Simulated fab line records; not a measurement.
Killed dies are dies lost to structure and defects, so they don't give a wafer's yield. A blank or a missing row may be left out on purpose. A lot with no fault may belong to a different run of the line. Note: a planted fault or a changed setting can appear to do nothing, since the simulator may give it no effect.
fab line records ; flow sfqLine
record lots=6; wafers=18; lastDay=81
route steps=325 shown R5@216 I5@228 C5@240 M6@251
lots untouched by any fault: they come from a run of this same line in which no faults occurred
startH: hours from the record's first day to the start of the lot's first wafer shown ; waitH: hours since the lot's step before ; " the same as in the row above ; L1.1+2: one row covering several wafers at once ; - value missing, or start not given ; * or withheld: withheld ; < > ~ a bound
route shown NAME@n: a module of which the file shows steps, and the number in the route of the first ; usual: average and standard deviation across the fault-free wafers ; same: alike in all rows ; chamber/n: place in a boat ; sites: each site's reading ; _std_site: the standard deviation of these ; _edge_site: outer sites' mean less inner sites' ; radiusMm: how far each site lies from the wafer's centre ; mask NAME#n: copy n ; behind: tool/chamber where the wafer was last shaped ; hold: the reason the lot was held/the length of the hold in hours/how it ended ; device: whichever transistor did not switch (one of n, p or np) ; end of line: tests of these same wafers at the route's end ; for a step that has no rows: nothing shown but its recipe ; killed: dies lost to structure and defects at the first sort, not the wafer's yield ; map: a wafer's dies, marking killed ones x, the rest . and places with no die _
set.NAME: the setting as run; set.NAME@STEP: as run at that earlier step ; model.NAME: the simulator's own value behind a step, which no gauge read
lots at some steps of the route; a table a step, a row a wafer
services: the hour from which a tool's chamber was out of use, counted from the record's first day as startH (under 0 if before that day), plus the number of hours and why
## steps
# step SFQ_R5_THK_MEAS_934
# recipe thkMeasGauge=xrf; reads=MoNx_of_TRILAYER_R5_DEP_SPUTTER_133
# usual R5_MONX_THK=40.0/0.53
lot.wafer;tool;chamber;startH;waitH;R5_MONX_THK[nm]
L928.1;filmMetro-01;-;1317.32;0.1;40.8
L928.5;filmMetro-01;-;1317.32;0.1;40.1
L928.6;filmMetro-01;-;1317.32;0.1;40.6
L929.2;filmMetro-04;-;1326.33;0.1;38.7
L929.4;filmMetro-04;-;1326.33;0.1;39.3
L929.6;filmMetro-04;-;1326.33;0.1;39.0
L930.3;filmMetro-04;-;1329.71;0.1;40.3
L930.4;filmMetro-04;-;1329.71;0.1;39.8
L930.6;filmMetro-04;-;1329.71;0.1;40.0
L935.1;filmMetro-01;-;1473.79;0.1;40.2
L935.3;filmMetro-01;-;1473.79;0.1;40.0
L935.5;filmMetro-01;-;1473.79;0.1;40.3
L939.1;filmMetro-04;-;1516.93;0.1;40.8
L939.4;filmMetro-04;-;1516.93;0.1;39.9
L939.6;filmMetro-04;-;1516.93;0.1;39.9
L940.1;filmMetro-04;-;1528.93;0.1;39.5
L940.4;filmMetro-04;-;1528.93;0.1;39.6
L940.6;filmMetro-04;-;1528.93;0.1;40.0
# step SFQ_TRILAYER_R5_LITHO_COAT_141
# recipe resist=BARC; spinRpm=3000; resistThkNm=62
# step SFQ_TRILAYER_R5_LITHO_COAT_136
# recipe resist=KrF; spinRpm=3000; resistThkNm=600
# step SFQ_TRILAYER_R5_LITHO_SOFTBAKE_140
# recipe tempC=withheld; timeS=withheld; resist=KrF
# step SFQ_TRILAYER_R5_LITHO_EXPOSE_137
# recipe maskId=R5; na=0.6; sourceShape=conventional; sigmaOuter=0.65; targetCdNm=500; doseMj=14.4
# step SFQ_TRILAYER_R5_LITHO_PEB_139
# recipe pebTempC=115; pebTimeS=60; resist=KrF
# step SFQ_TRILAYER_R5_LITHO_DEVELOP_138
# recipe timeS=60; resist=KrF
# step SFQ_R5_OVL_MEAS_935
# usual R5_OVL=2/6.5
lot.wafer;tool;chamber;startH;waitH;R5_OVL[nm]
L928.1;overlay-02;-;1339.31;0.1;3
L928.5;overlay-02;-;1339.31;0.1;5
L928.6;overlay-02;-;1339.31;0.1;3
L929.2;overlay-02;-;1347.72;0.1;8
L929.4;overlay-02;-;1347.72;0.1;5
L929.6;overlay-02;-;1347.72;0.1;2
L930.3;overlay-02;-;1350.12;0.1;-4
L930.4;overlay-02;-;1350.12;0.1;0
L930.6;overlay-02;-;1350.12;0.1;-10
L935.1;overlay-02;-;1479.14;0.1;-6
L935.3;overlay-02;-;1479.14;0.1;-11
L935.5;overlay-02;-;1479.14;0.1;-6
L939.1;overlay-01;-;1611.32;0.1;5
L939.4;overlay-01;-;1611.32;0.1;6
L939.6;overlay-01;-;1611.32;0.1;1
L940.1;overlay-01;-;1614.46;0.1;8
L940.4;overlay-01;-;1614.46;0.1;7
L940.6;overlay-01;-;1614.46;0.1;6
# step SFQ_TRILAYER_R5_BARC_OPEN_METAL_ETCH_177
# recipe maskMaterial=PR; chemistry=O2; targetDepthNm=125; target=BARC; icpW=600; biasW=80; pressureMtorr=10; timeS=41.7
# step SFQ_TRILAYER_R5_ETCH_METAL_ETCH_139
# recipe stopOn=SiO2; maskMaterial=PR; chemistry=Cl2; targetDepthNm=60; icpW=600; biasW=80; pressureMtorr=10; timeS=40
# step SFQ_TRILAYER_R5_STRIP_STRIP_140
# recipe gas=O2; powerW=200; platenTempC=40; overashFraction=0.65; chemistry=O2; pressureMtorr=50
# usual drypumpMotorCurrentA=5.9/0.4; oesProductAu=1.000/0.0083
lot.wafer;tool;chamber;startH;waitH;drypumpMotorCurrentA;oesProductAu;rfHoursCounterH
L928.1;rieMetal-02;0;1339.46;0.0;6.4;0.994;84
L928.5;rieMetal-02;0;1339.46;0.0;6.4;0.998;-
L928.6;rieMetal-02;1;1339.46;0.0;6.3;1.000;-
L929.2;rieMetal-03;1;1347.86;0.0;6.3;0.998;16
L929.4;rieMetal-03;0;1347.86;0.0;5.7;0.999;-
L929.6;rieMetal-03;1;1347.86;0.0;6.3;1.006;-
L930.3;rieMetal-03;0;1350.46;0.2;5.7;0.997;-
L930.4;rieMetal-03;1;1350.46;0.2;6.3;1.002;-
L930.6;rieMetal-03;1;1350.46;0.2;6.3;0.994;-
L935.1;rieMetal-02;1;1479.30;0.0;6.2;0.995;30
L935.3;rieMetal-02;1;1479.30;0.0;6.2;0.989;-
L935.5;rieMetal-02;1;1479.30;0.0;6.2;0.993;-
L939.1;rieMetal-02;0;1611.48;0.0;6.4;0.993;120
L939.4;rieMetal-02;1;1611.48;0.0;6.2;0.978;-
L939.6;rieMetal-02;0;1611.48;0.0;6.4;0.986;-
L940.1;rieMetal-04;1;1614.62;0.0;5.8;1.004;74
L940.4;rieMetal-04;1;1614.62;0.0;5.8;1.008;-
L940.6;rieMetal-04;0;1614.62;0.0;5.3;1.012;-
# step SFQ_TRILAYER_R5_STRIP_SOLV_CLEAN_141
# recipe chemistry=NMP; tempC=70; timeS=600
# step SFQ_TRILAYER_A5C_DEP_PECVD_142
# recipe material=SiO2; tempC=150; timeS=15.556; pressureTorr=2.4; rfW=183.3; precursor=SiH4/N2O; targetThkNm=70
# usual heaterPowerW=85/8.1; throttleValvePct=24.7/1.8
lot.wafer;tool;chamber;startH;waitH;heaterPowerW;throttleValvePct
L928.1;pecvd-03;0;1340.26;0.0;73;23.8
L928.5;pecvd-03;1;1340.26;0.0;89;23.2
L928.6;pecvd-03;0;1340.26;0.0;74;24.0
L928.1;pecvd-03;0;1340.45;0.2;72;23.9
L928.5;pecvd-03;1;1340.45;0.2;89;23.0
L928.6;pecvd-03;0;1340.45;0.2;74;24.0
L929.2;pecvd-03;1;1348.64;0.0;90;23.0
L929.4;pecvd-03;2;1348.64;0.0;92;22.9
L929.6;pecvd-03;1;1348.64;0.0;92;23.1
L929.2;pecvd-03;1;1348.83;0.2;89;23.2
L929.4;pecvd-03;2;1348.83;0.2;89;23.0
L929.6;pecvd-03;1;1348.83;0.2;91;23.3
L930.3;pecvd-01;1;1351.04;0.0;79;25.9
L930.4;pecvd-01;1;1351.04;0.0;78;25.7
L930.6;pecvd-01;2;1351.04;0.0;85;25.3
L935.1;pecvd-01;1;1480.07;0.0;92;26.4
L935.3;pecvd-01;2;1480.07;0.0;92;25.6
L935.5;pecvd-01;1;1480.07;0.0;92;26.0
L939.1;pecvd-04;1;1612.27;0.0;95;24.5
L939.4;pecvd-04;0;1612.27;0.0;75;23.3
L939.6;pecvd-04;2;1612.27;0.0;70;23.6
L940.1;pecvd-01;1;1615.41;0.0;91;26.4
L940.4;pecvd-01;2;1615.41;0.0;78;26.3
L940.6;pecvd-01;0;1615.41;0.0;89;29.1
# step SFQ_TRILAYER_I5_LITHO_COAT_149
# recipe resist=BARC; spinRpm=3000; resistThkNm=62
# step SFQ_TRILAYER_I5_LITHO_COAT_144
# recipe resist=KrF; spinRpm=3000; resistThkNm=650
# step SFQ_TRILAYER_I5_LITHO_SOFTBAKE_148
# recipe tempC=withheld; timeS=withheld; resist=KrF
# step SFQ_TRILAYER_I5_LITHO_EXPOSE_145
# recipe maskId=I5; na=0.6; sourceShape=conventional; sigmaOuter=0.65; targetCdNm=700; doseMj=21.3
# step SFQ_TRILAYER_I5_LITHO_PEB_147
# recipe pebTempC=115; pebTimeS=60; resist=KrF
# step SFQ_TRILAYER_I5_LITHO_DEVELOP_146
# recipe timeS=60; resist=KrF
# step SFQ_I5_OVL_MEAS_936
# usual I5_OVL=-2/5.2
lot.wafer;tool;chamber;startH;waitH;I5_OVL[nm]
L928.1;overlay-02;-;1374.44;0.1;6
L928.5;overlay-02;-;1374.44;0.1;12
L928.6;overlay-02;-;1374.44;0.1;7
L929.2;overlay-01;-;1375.64;0.1;-8
L929.4;overlay-01;-;1375.64;0.1;3
L929.6;overlay-01;-;1375.64;0.1;2
L930.3;overlay-02;-;1376.85;0.1;0
L930.4;overlay-02;-;1376.85;0.1;3
L930.6;overlay-02;-;1376.85;0.1;-9
L935.1;overlay-02;-;1484.16;0.1;11
L935.3;overlay-02;-;1484.16;0.1;4
L935.5;overlay-02;-;1484.16;0.1;3
L939.1;overlay-02;-;1703.39;0.1;-8
L939.4;overlay-02;-;1703.39;0.1;-1
L939.6;overlay-02;-;1703.39;0.1;-6
L940.1;overlay-02;-;1706.99;0.1;-5
L940.4;overlay-02;-;1706.99;0.1;-7
L940.6;overlay-02;-;1706.99;0.1;-2
# step SFQ_TRILAYER_I5_BARC_OPEN_VIA_ETCH_200
# recipe maskMaterial=PR; chemistry=O2; targetDepthNm=125; target=BARC; sourceW=500; biasW=80; pressureMtorr=30; timeS=41.7
# usual drypumpMotorCurrentA=5.6/0.55; oesProductAu=0.685/0.0048
lot.wafer;tool;chamber;startH;waitH;drypumpMotorCurrentA;oesProductAu;rfHoursCounterH
L928.1;rieDiel-01;2;1374.47;0.0;5.5;0.689;11
L928.5;rieDiel-01;3;1374.47;0.0;4.8;0.675;-
L928.6;rieDiel-01;0;1374.47;0.0;4.8;0.687;-
L929.2;rieDiel-04;1;1375.67;0.0;5.3;0.677;16
L929.4;rieDiel-04;3;1375.67;0.0;6.4;0.682;11
L929.6;rieDiel-04;1;1375.67;0.0;5.3;0.681;-
L930.3;rieDiel-02;3;1376.87;0.0;5.4;0.688;18
L930.4;rieDiel-02;2;1376.87;0.0;5.5;0.682;15
L930.6;rieDiel-02;1;1376.87;0.0;6.4;0.689;-
L935.1;rieDiel-02;3;1484.19;0.0;5.4;0.679;20
L935.3;rieDiel-02;1;1484.19;0.0;6.4;0.702;10
L935.5;rieDiel-02;3;1484.19;0.0;5.4;0.688;-
L939.1;rieDiel-02;3;1703.42;0.0;5.4;0.684;1
L939.4;rieDiel-02;0;1703.42;0.0;5.9;0.684;15
L939.6;rieDiel-02;0;1703.42;0.0;5.9;0.683;-
L940.1;rieDiel-04;2;1707.02;0.0;5.5;0.679;20
L940.4;rieDiel-04;3;1707.02;0.0;6.4;0.679;15
L940.6;rieDiel-04;3;1707.02;0.0;6.5;0.684;-
# step SFQ_TRILAYER_I5_ETCH_VIA_ETCH_147
# recipe stopOn=Nb; maskMaterial=PR; chemistry=CHF3; targetDepthNm=360; sourceW=500; biasW=80; pressureMtorr=30; timeS=withheld
# step SFQ_TRILAYER_I5_STRIP_STRIP_148
# recipe gas=O2; powerW=200; platenTempC=40; overashFraction=0.65; chemistry=O2; pressureMtorr=50
# usual drypumpMotorCurrentA=5.74/0.27; oesProductAu=1.005/0.0077
lot.wafer;tool;chamber;startH;waitH;drypumpMotorCurrentA;oesProductAu;rfHoursCounterH
L928.1;rieMetal-03;1;1374.66;-;6.32;1.003;21
L928.5;rieMetal-03;0;1374.66;-;5.76;1.000;-
L928.6;rieMetal-03;1;1374.66;-;6.30;1.003;-
L929.2;rieMetal-01;0;1375.86;-;5.70;1.012;53
L929.4;rieMetal-01;0;1375.86;-;5.70;1.002;-
L929.6;rieMetal-01;1;1375.86;-;5.81;0.995;-
L930.3;rieMetal-04;1;1377.46;-;5.84;1.012;-
L930.4;rieMetal-04;1;1377.46;-;5.85;1.008;-
L930.6;rieMetal-04;1;1377.46;-;5.85;1.010;-
L935.1;rieMetal-04;1;1484.38;-;5.86;1.023;56
L935.3;rieMetal-04;1;1484.38;-;5.83;1.012;-
L935.5;rieMetal-04;1;1484.38;-;5.83;1.013;-
L939.1;rieMetal-01;0;1703.61;-;5.70;1.008;97
L939.4;rieMetal-01;0;1703.61;-;5.69;0.998;-
L939.6;rieMetal-01;0;1703.61;-;5.71;1.017;-
L940.1;rieMetal-01;0;1707.21;-;5.70;1.004;98
L940.4;rieMetal-01;0;1707.21;-;5.70;1.003;-
L940.6;rieMetal-01;0;1707.21;-;5.71;1.017;-
# step SFQ_TRILAYER_I5_STRIP_SOLV_CLEAN_149
# recipe chemistry=NMP; tempC=70; timeS=600
# step SFQ_TRILAYER_C5_LITHO_COAT_156
# recipe resist=BARC; spinRpm=3000; resistThkNm=62
# step SFQ_TRILAYER_C5_LITHO_COAT_151
# recipe resist=KrF; spinRpm=3000; resistThkNm=650
# step SFQ_TRILAYER_C5_LITHO_SOFTBAKE_155
# recipe tempC=withheld; timeS=withheld; resist=KrF
# step SFQ_TRILAYER_C5_LITHO_EXPOSE_152
# recipe maskId=C5; na=0.6; sourceShape=conventional; sigmaOuter=0.65; targetCdNm=500; doseMj=21.3
# step SFQ_TRILAYER_C5_LITHO_PEB_154
# recipe pebTempC=115; pebTimeS=60; resist=KrF
# step SFQ_TRILAYER_C5_LITHO_DEVELOP_153
# recipe timeS=60; resist=KrF
# step SFQ_C5_OVL_MEAS_937
# usual C5_OVL=-3/5.4
lot.wafer;tool;chamber;startH;waitH;C5_OVL[nm]
L928.1;overlay-01;-;1477.86;0.1;-7
L928.5;overlay-01;-;1477.86;0.1;-3
L928.6;overlay-01;-;1477.86;0.1;2
L929.2;overlay-01;-;1479.06;0.1;2
L929.4;overlay-01;-;1479.06;0.1;-3
L929.6;overlay-01;-;1479.06;0.1;3
L930.3;overlay-01;-;1481.47;0.1;-8
L930.4;overlay-01;-;1481.47;0.1;-6
L930.6;overlay-01;-;1481.47;0.1;-6
L935.1;overlay-01;-;1593.06;0.1;-2
L935.3;overlay-01;-;1593.06;0.1;-10
L935.5;overlay-01;-;1593.06;0.1;-9
L939.1;overlay-01;-;1707.36;0.1;-10
L939.4;overlay-01;-;1707.36;0.1;-11
L939.6;overlay-01;-;1707.36;0.1;-10
L940.1;overlay-02;-;1712.01;0.1;-12
L940.4;overlay-02;-;1712.01;0.1;-4
L940.6;overlay-02;-;1712.01;0.1;-6
# step SFQ_TRILAYER_C5_BARC_OPEN_VIA_ETCH_210
# recipe maskMaterial=PR; chemistry=O2; targetDepthNm=125; target=BARC; sourceW=500; biasW=80; pressureMtorr=30; timeS=41.7
# usual drypumpMotorCurrentA=5.8/0.44; oesProductAu=0.685/0.0043
lot.wafer;tool;chamber;startH;waitH;drypumpMotorCurrentA;oesProductAu;rfHoursCounterH
L928.1;rieDiel-03;2;1477.89;0.0;5.7;0.687;12
L928.5;rieDiel-03;3;1477.89;0.0;6.2;0.683;-
L928.6;rieDiel-03;2;1477.89;0.0;5.7;0.689;-
L929.2;rieDiel-02;3;1479.09;0.0;5.4;0.683;20
L929.4;rieDiel-02;2;1479.09;0.0;5.5;0.685;16
L929.6;rieDiel-02;0;1479.09;0.0;5.9;0.690;-
L930.3;rieDiel-03;0;1481.49;0.0;5.3;0.687;2
L930.4;rieDiel-03;2;1481.49;0.0;5.7;0.682;-
L930.6;rieDiel-03;0;1481.49;0.0;5.2;0.686;-
L935.1;rieDiel-02;0;1593.10;0.0;5.9;0.680;14
L935.3;rieDiel-02;1;1593.10;0.0;6.4;0.687;11
L935.5;rieDiel-02;2;1593.10;0.0;5.5;0.679;-
L939.1;rieDiel-03;3;1707.40;0.0;6.2;0.684;1
L939.4;rieDiel-03;1;1707.40;0.0;6.4;0.679;3
L939.6;rieDiel-03;3;1707.40;0.0;6.2;0.680;-
L940.1;rieDiel-02;2;1712.05;0.0;5.5;0.689;18
L940.4;rieDiel-02;3;1712.05;0.0;5.4;0.688;1
L940.6;rieDiel-02;2;1712.05;0.0;5.5;0.689;-
# step SFQ_TRILAYER_C5_ETCH_VIA_ETCH_154
# recipe target=SiO2; maskMaterial=PR; chemistry=CHF3; targetDepthNm=84; sourceW=500; biasW=80; pressureMtorr=30; timeS=withheld; stopOn=Nb
# usual drypumpMotorCurrentA=5.8/0.44; oesProductAu=0.890/0.0078
lot.wafer;tool;chamber;startH;waitH;drypumpMotorCurrentA;oesProductAu;model.C5.featureDepthNm;model.etch.depthNm
L928.1;rieDiel-03;2;1477.93;0.0;5.7;0.999;84.63;84.63
L928.5;rieDiel-03;3;1477.93;0.0;6.2;0.997;82.18;82.18
L928.6;rieDiel-03;2;1477.93;0.0;5.7;1.000;84.33;84.33
L929.2;rieDiel-02;3;1479.13;0.0;5.4;1.001;83.65;83.65
L929.4;rieDiel-02;2;1479.13;0.0;5.5;0.991;84.04;84.04
L929.6;rieDiel-02;0;1479.13;0.0;5.9;0.986;83.21;83.21
L930.3;rieDiel-03;0;1481.53;0.0;5.3;0.883;68.2;68.2
L930.4;rieDiel-03;2;1481.53;0.0;5.7;0.889;69.18;69.18
L930.6;rieDiel-03;0;1481.53;0.0;5.3;0.880;68.8;68.8
L935.1;rieDiel-02;0;1593.14;0.0;5.9;0.894;70.19;70.19
L935.3;rieDiel-02;1;1593.14;0.0;6.4;0.889;70.05;70.05
L935.5;rieDiel-02;2;1593.14;0.0;5.5;0.901;71.87;71.87
L939.1;rieDiel-03;3;1707.44;0.0;6.2;0.881;68.12;68.12
L939.4;rieDiel-03;1;1707.44;0.0;6.4;0.894;70.18;70.18
L939.6;rieDiel-03;3;1707.44;0.0;6.2;0.900;70.5;70.5
L940.1;rieDiel-02;2;1712.09;0.0;5.5;0.891;69.28;69.28
L940.4;rieDiel-02;3;1712.09;0.0;5.4;0.891;69.04;69.04
L940.6;rieDiel-02;2;1712.09;0.0;5.5;0.893;69.67;69.67
# step SFQ_TRILAYER_C5_STRIP_STRIP_155
# recipe gas=O2; powerW=200; platenTempC=40; overashFraction=0.65; chemistry=O2; pressureMtorr=50
# step SFQ_TRILAYER_C5_STRIP_SOLV_CLEAN_156
# recipe chemistry=NMP; tempC=70; timeS=600
# step SFQ_TRILAYER_M6_DEP_PRE_CLEAN_158
# recipe gas=Ar; timeS=22.5; biasV=250
lot.wafer;tool;chamber;startH;waitH;model.SiO2_of_TRILAYER_A5C_DEP_PECVD_142.thkNm
L928.1;pvdSputter-05;-;1478.76;0.0;130
L928.5;pvdSputter-05;-;1478.76;0.0;131.8
L928.6;pvdSputter-05;-;1478.76;0.0;131.5
L929.2;pvdSputter-04;-;1479.97;0.0;129.6
L929.4;pvdSputter-04;-;1479.97;0.0;133.8
L929.6;pvdSputter-04;-;1479.97;0.0;133.6
L930.3;pvdSputter-05;-;1482.36;0.0;60.7
L930.4;pvdSputter-05;-;1482.36;0.0;61.68
L930.6;pvdSputter-05;-;1482.36;0.0;61.3
L935.1;pvdSputter-05;-;1593.96;0.0;62.69
L935.3;pvdSputter-05;-;1593.96;0.0;62.55
L935.5;pvdSputter-05;-;1593.96;0.0;64.37
L939.1;pvdSputter-06;-;1708.26;0.0;60.62
L939.4;pvdSputter-06;-;1708.26;0.0;62.68
L939.6;pvdSputter-06;-;1708.26;0.0;63
L940.1;pvdSputter-06;-;1713.51;0.0;61.78
L940.4;pvdSputter-06;-;1713.51;0.0;61.54
L940.6;pvdSputter-06;-;1713.51;0.0;62.17
# step SFQ_TRILAYER_M6_DEP_SPUTTER_157
# recipe material=Nb; basePressurePa=1.33e-06; chamberPressurePa=0.1333; substrateTempC=20; targetThkNm=200; powerW=2000; timeS=133.3
# usual chamberPressurePa=0.13331/0.00027; throttleValvePct=30.0/0.72
lot.wafer;tool;chamber;startH;waitH;chamberPressurePa;throttleValvePct
L928.1;pvdSputter-05;-;1478.78;0.0;0.13368;30.0
L928.5;pvdSputter-05;-;1478.78;0.0;0.13284;30.0
L928.6;pvdSputter-05;-;1478.78;0.0;0.13337;31.1
L929.2;pvdSputter-04;-;1480.00;0.0;0.13313;30.1
L929.4;pvdSputter-04;-;1480.00;0.0;0.13329;28.6
L929.6;pvdSputter-04;-;1480.00;0.0;0.13353;30.7
L930.3;pvdSputter-05;-;1482.38;0.0;0.13301;29.9
L930.4;pvdSputter-05;-;1482.38;0.0;0.13331;30.9
L930.6;pvdSputter-05;-;1482.38;0.0;0.13349;30.2
L935.1;pvdSputter-05;-;1593.99;0.0;0.13322;29.9
L935.3;pvdSputter-05;-;1593.99;0.0;0.13294;30.0
L935.5;pvdSputter-05;-;1593.99;0.0;0.13364;29.7
L939.1;pvdSputter-06;-;1708.29;0.0;0.13317;29.6
L939.4;pvdSputter-06;-;1708.29;0.0;0.13284;30.5
L939.6;pvdSputter-06;-;1708.29;0.0;0.13336;30.5
L940.1;pvdSputter-06;-;1713.54;0.0;0.13325;30.4
L940.4;pvdSputter-06;-;1713.54;0.0;0.13376;30.4
L940.6;pvdSputter-06;-;1713.54;0.0;0.13389;30.5
## services
tool;chamber;startH;hours;kind
pecvd-01;-;1317.95;14.6;pm
rieDiel-03;1;1326.58;6.2;repair
rieDiel-03;3;1338.26;2.2;repair
rieDiel-03;-;1346.36;28.1;pm
rieDiel-03;-;1402.82;0.3;repair
pvdSputter-05;-;1408.98;6.7;repair
rieDiel-02;0;1422.31;1.7;repair
pvdSputter-05;-;1444.33;3.9;repair
pvdSputter-05;-;1445.45;5.9;repair
rieDiel-03;0;1485.63;17.8;repair
rieDiel-02;2;1487.40;10.3;repair
rieDiel-03;-;1496.02;0.4;repair
pecvd-03;-;1505.31;0.8;pm
rieDiel-03;0;1511.07;6.8;repair
pecvd-03;1;1512.97;8.6;repair
pvdSputter-05;-;1579.49;1.4;repair
pecvd-03;-;1589.83;5.5;repair
rieDiel-03;0;1608.97;4.4;repair
pecvd-03;-;1631.14;6.0;pm
rieDiel-03;0;1648.25;1.5;repair
rieDiel-02;0;1654.53;3.7;repair
pecvd-03;2;1681.87;20.4;repair
pecvd-03;0;1687.30;13.5;repair
rieDiel-02;2;1689.63;1.3;repair
## key
firstSign step=SFQ_TRILAYER_A5C_DEP_PECVD_142; reading=visit; direction=added
effect step=SFQ_TRILAYER_C5_ETCH_VIA_ETCH_154; reading=oesProductAu; direction=up; sigmas=14; usual=0.890; struck=0.996
modelEffect step=SFQ_TRILAYER_C5_ETCH_VIA_ETCH_154; value=C5.featureDepthNm; without=69.6; struck=83.67
modelEffect step=SFQ_TRILAYER_M6_DEP_PRE_CLEAN_158; value=SiO2_of_TRILAYER_A5C_DEP_PECVD_142.thkNm; without=62.1; struck=131.7
metAt SFQ_TRILAYER_A5C_DEP_PECVD_142
struckWafers L928.1,L928.5,L928.6,L929.2,L929.4,L929.6
fault kind=repeatedStepWhole; tool=pecvd-01,pecvd-03,pecvd-04; chamber=-; onsetH=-; steps=SFQ_TRILAYER_A5C_DEP_PECVD_142; times=1; scope=struckLotsOnly
